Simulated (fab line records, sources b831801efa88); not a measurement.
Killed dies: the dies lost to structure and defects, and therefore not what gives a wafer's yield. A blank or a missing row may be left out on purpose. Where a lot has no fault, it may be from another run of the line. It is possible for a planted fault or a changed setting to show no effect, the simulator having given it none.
Struck lot and sound lot, side by side ; flow sfq_line ; 13 out of 325 route steps
Sound: the wafers L547.3, L547.4, L547.5. The struck wafers were L553.2, L553.4, L553.5. Last of all comes the cause.
Each step with rows lists, per side, the tool, then ch with its chambers, then its first start. Under that, the readings that differ: sound wafers ; struck wafers ; difference of the means ; sigmas: that difference in standard deviations of wafers without a fault.
alike: readings whose means differ by less than 2 such deviations, and words and numbers that are the same on both sides. not compared: withheld readings, readings that some wafer has no value for, bounds like >300 that may hide the same value, and numbers for which the record gives no deviation and whose values overlap.
A row with sigmas, a row that says differs or no value, or rows on one side alone: a step with any of these is where the two part. Numbers that have no deviation but don't overlap get no sigmas and don't part them. Lack of a reading on every wafer of one side parts them only where that side has two or more wafers.

first, 6 steps without rows for these wafers: SFQ_TRILAYER_M1_LITHO_COAT_044 (resist thk 62 nm); SFQ_TRILAYER_M1_LITHO_COAT_039 (resist thk 600 nm); SFQ_TRILAYER_M1_LITHO_SOFTBAKE_043; SFQ_TRILAYER_M1_LITHO_EXPOSE_040 (exposes mask M1, target cd 500 nm); SFQ_TRILAYER_M1_LITHO_PEB_042 (peb time 60 s); SFQ_TRILAYER_M1_LITHO_DEVELOP_041 (time 60 s).
SFQ_M1_OVL_MEAS_911:
  sound on overlay-02 at day 13 18:01; struck on overlay-02 at day 15 18:01
  alike: M1_OVL
SFQ_TRILAYER_M1_BARC_OPEN_METAL_ETCH_054: etches BARC in O2, target depth 125 nm, time 41.7 s.
  sound on rie_metal-04 ch 0,1, day 13 18:04; struck on rie_metal-04 ch 0,1, day 15 18:02
  alike: chamber_pressure_mTorr, drypump_motor_current_A, oes_product_au
  not compared: rf_hours_counter_h
SFQ_TRILAYER_M1_ETCH_METAL_ETCH_042: etches Nb in Cl2/Ar, stops on SiO2, target depth 240 nm, time 120 s.
  sound on rie_metal-04 ch 0,1, day 13 18:08; struck on rie_metal-04 ch 0,1, day 15 18:06
  alike: chamber_pressure_mTorr, drypump_motor_current_A, oes_product_au
  not compared: rf_hours_counter_h
SFQ_TRILAYER_M1_STRIP_STRIP_043: strips in O2.
  sound on rie_metal-04 ch 0,1, day 13 18:26; struck on rie_metal-04 ch 0,1, day 15 18:14
  alike: chamber_pressure_mTorr, drypump_motor_current_A, oes_product_au, platen_temp_c
  not compared: rf_hours_counter_h
then, 1 step without rows for these wafers: SFQ_TRILAYER_M1_STRIP_SOLV_CLEAN_044 (cleans in NMP, time 600 s).
SFQ_TRILAYER_I1_DEP_PECVD_045: deposits SiO2 from SiH4/N2O, time 111.11 s, target thk 500 nm.
  sound on pecvd-02 ch 0,1,2, day 13 19:01; struck on pecvd-01 ch 0,1,2, day 15 19:00
reading;sound;struck;difference;sigmas
rf_fwd_power_W (W);181.8 182.3 181.1;153.7 153.3 152.6;-28.5;-41
model.SiO2_of_TRILAYER_I1_DEP_PECVD_045.thk_nm (nm);504.5 499.7 506;468.9 483.6 490.2;-22.5;
  alike: heater_power_w, throttle_valve_pct
SFQ_TRILAYER_I1_CMP_CMP_046: polishes SiO2.
  sound on cmp-02 ch 0,1,2, day 14 02:04; struck on cmp-01 ch 1,3, day 16 06:21
  alike: motor_current_A

WHERE THEY PART
Within this record, at SFQ_TRILAYER_I1_DEP_PECVD_045 only. Later steps at which nothing parts them and some readings are alike: SFQ_TRILAYER_I1_CMP_CMP_046.

WHY: whatever the simulator had introduced
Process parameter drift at SFQ_TRILAYER_I1_DEP_PECVD_045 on pecvd-01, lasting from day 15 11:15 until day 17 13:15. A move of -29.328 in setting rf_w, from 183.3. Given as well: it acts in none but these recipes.
